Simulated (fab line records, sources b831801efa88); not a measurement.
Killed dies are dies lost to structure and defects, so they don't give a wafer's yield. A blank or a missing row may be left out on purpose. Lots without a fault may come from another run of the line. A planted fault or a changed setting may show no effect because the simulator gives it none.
Split-lot experiment | flow gf180mcu | 5 lots, 17 wafers read, on a route of 602 steps

THE SPLIT
At GF_M2_COAT_09 (resist thk 1000 nm), the setting resist_thk_nm was moved away from the recipe's 1000 nm on 4 of the 17 wafers read, by -5.0% to +4.9%. The other wafers ran this setting at the recipe's value.

The reading is taken at the split's own step.

THE READING
KrF_of_M2_COAT_09.thk_nm (the simulator's own value, which no gauge read), in nm, at GF_M2_COAT_09 (resist thk 1000 nm). The file gives no usual value for it. The 13 wafers here that ran the recipe average 998.9 nm, standard deviation 2.2 nm.

wafer  | tool, chamber at the split | resist_thk_nm as run, nm | against the recipe | KrF_of_M2_COAT_09.thk_nm, nm | against lot-mates on the recipe
L074.1 | litho_track-03, 0          | 1000                     | recipe             | 1001                         | -
L074.2 | litho_track-03, 0          | 1000                     | recipe             | 997.1                        | -
L074.4 | litho_track-03, 0          | 1000                     | recipe             | 999                          | -
L074.5 | litho_track-03, 0          | 950.4                    | -5.0%              | 949.4                        | -49.6
L074.6 | litho_track-03, 0          | 950.4                    | -5.0%              | 946.8                        | -52.2
L075.1 | litho_track-01, 0          | 1000                     | recipe             | 996.9                        | -
L075.4 | litho_track-01, 0          | 1000                     | recipe             | 1002                         | -
L075.5 | litho_track-01, 0          | 1000                     | recipe             | 1000                         | -
L082.2 | litho_track-02, 0          | 1000                     | recipe             | 1002                         | -
L082.3 | litho_track-02, 0          | 1049                     | +4.9%              | 1051                         | +50.2
L082.5 | litho_track-02, 0          | 1000                     | recipe             | 999.6                        | -
L083.2 | litho_track-01, 0          | 1000                     | recipe             | 998.3                        | -
L083.3 | litho_track-01, 0          | 1000                     | recipe             | 1001                         | -
L083.4 | litho_track-01, 0          | 953.8                    | -4.6%              | 953.9                        | -45.8
L084.1 | litho_track-03, 0          | 1000                     | recipe             | 995.5                        | -
L084.2 | litho_track-03, 0          | 1000                     | recipe             | 997.9                        | -
L084.4 | litho_track-03, 0          | 1000                     | recipe             | 995.3                        | -

THE FIT
A straight line over all 17 wafers: KrF_of_M2_COAT_09.thk_nm changes by +10.3 nm for each +1% of resist_thk_nm; r = +1.00; the points scatter about the line by 2.2 nm.
The same after taking each lot's own level away (the mean of its wafers on the recipe; 17 wafers): +10.2 nm for each +1%; r = +1.00; scatter 1.6 nm.
On that fit, the largest move of resist_thk_nm shifts the reading by 51 nm.
The lots' own levels span 996.23 to 1000.80 nm, that is 2.1 times the standard deviation above.
So the lot-to-lot level changes the slope little: the two slopes agree.
Check: with one of the wafers moved furthest among these (-5.0%) left out of the fit, the line predicts -50.8 nm for it against its lot-mates. It came out at -49.6 nm against them.

OTHER SPLITS ON THESE WAFERS
These wafers also went through other splits before the reading. Each is held against what the fit with the lots' levels taken away leaves over:
other split on the same wafers   | wafers away from the commonest value | r with KrF_of_M2_COAT_09.thk_nm (lot level and that fit taken away)
GF_CONTACT_CVD_00 sih4_flow_sccm | 5                                    | -0.05
GF_CONTACT_SOFTBAKE_10 time_s    | 6                                    | -0.16
GF_CONTACT_CVD_24 temp_c         | 5                                    | -0.24
GF_M1_STRIP_17 power_w           | 8                                    | -0.08
GF_V1_CMP_04 leave_above_ref_nm  | 5                                    | -0.37
GF_V1_SOFTBAKE_10 temp_c         | 6                                    | -0.28
GF_M2_SPUTTER_02 time_s          | 2                                    | +0.34

THE FILE'S OWN FIT
KrF_of_M2_COAT_09.thk_nm changes by +10.2 nm for each +1% of resist_thk_nm, r = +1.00.
